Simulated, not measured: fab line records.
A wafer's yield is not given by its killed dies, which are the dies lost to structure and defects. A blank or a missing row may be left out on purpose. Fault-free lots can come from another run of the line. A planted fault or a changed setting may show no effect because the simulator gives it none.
Which tool was responsible? | flow sfqLine | route of 325 steps, sampled at 1 step: 14 lots, 42 wafers

WHAT EACH GAUGE READ, for each wafer
The record lacks any reading of a measuring or inspecting step that a usual standard deviation could be used to judge.

WHICH TOOL RAN EACH LOT (tool, then ch and the chambers of the sampled wafers, then the start)
lot  | SFQ_TRILAYER_I0_VIA_LITHO_EXPOSE_032
L532 | krfScanner-02, day 18 20:10
L533 | krfScanner-02, day 18 23:22
L534 | krfScanner-02 ch 0, day 19 08:10
L540 | krfScanner-01 ch 0, day 21 16:39
L541 | krfScanner-01 ch 0, day 21 23:51
L543 | krfScanner-01 ch 0, day 22 15:39
L545 | krfScanner-01 ch 0, day 23 09:39
L546 | krfScanner-01 ch 0, day 23 13:39
L548 | krfScanner-01 ch 0, day 24 10:39
L549 | krfScanner-01 ch 0, day 24 18:03
L550 | krfScanner-02 ch 0, day 25 03:20
L551 | krfScanner-02 ch 0, day 25 17:56
L552 | krfScanner-02 ch 0, day 26 02:20
L553 | krfScanner-02 ch 0, day 26 20:08
- SFQ_TRILAYER_I0_VIA_LITHO_EXPOSE_032: exposes mask I0, target cd 500 nm.

AS READ BY THE TOOLS THEMSELVES (means over the sampled wafers that have a number; for cases with no such wafer, the mark the record gives instead)
SFQ_TRILAYER_I0_VIA_LITHO_EXPOSE_032. Usual: exposureDoseMJCm2 21.307, standard deviation 0.022; focusOffsetNm 0.0 nm, standard deviation 0.54.
lot  | tool          | exposureDoseMJCm2 | focusOffsetNm (nm) | flag
L532 | krfScanner-02 | -                 | -                  | OFF
L533 | krfScanner-02 | -                 | -                  | OFF
L534 | krfScanner-02 | 21.302            | 0.2                | 
L540 | krfScanner-01 | 21.306            | 0.2                | 
L541 | krfScanner-01 | 21.320            | -0.9               | 
L543 | krfScanner-01 | 21.299            | 0.1                | 
L545 | krfScanner-01 | 21.319            | -0.5               | 
L546 | krfScanner-01 | 21.310            | -0.1               | 
L548 | krfScanner-01 | 21.306            | -0.6               | 
L549 | krfScanner-01 | 21.286            | -0.3               | 
L550 | krfScanner-02 | 21.313            | 0.0                | 
L551 | krfScanner-02 | 21.294            | 0.2                | 
L552 | krfScanner-02 | 21.343            | -0.2               | 
L553 | krfScanner-02 | 21.319            | -0.6               | 

THE ANSWER, worked out from the rows above alone
Rule: lot off if the mean of its wafers having a number is beyond 3 standard deviations from the usual mean. Also off: a lot with no number at a reading for which 4 or more lots have one. The other lots that the step has rows for count as sound. Order of review: gauges by route order, followed by the tools' own readings, for which a lot's mean as printed above is used. The first step at which some lot is off is used, and at that step the reading that is off furthest; a lot without a number counts as furthest.
Off: L532, L533 (SFQ_TRILAYER_I0_VIA_LITHO_EXPOSE_032, exposureDoseMJCm2). Without a number there: L532, L533.
If a tool, at that step or one of the process steps before it, ran each lot that is off and ran no sound lot following the first of them, it fits. No candidate that was tried fits.

WHAT THE SIMULATOR HAD PUT IN
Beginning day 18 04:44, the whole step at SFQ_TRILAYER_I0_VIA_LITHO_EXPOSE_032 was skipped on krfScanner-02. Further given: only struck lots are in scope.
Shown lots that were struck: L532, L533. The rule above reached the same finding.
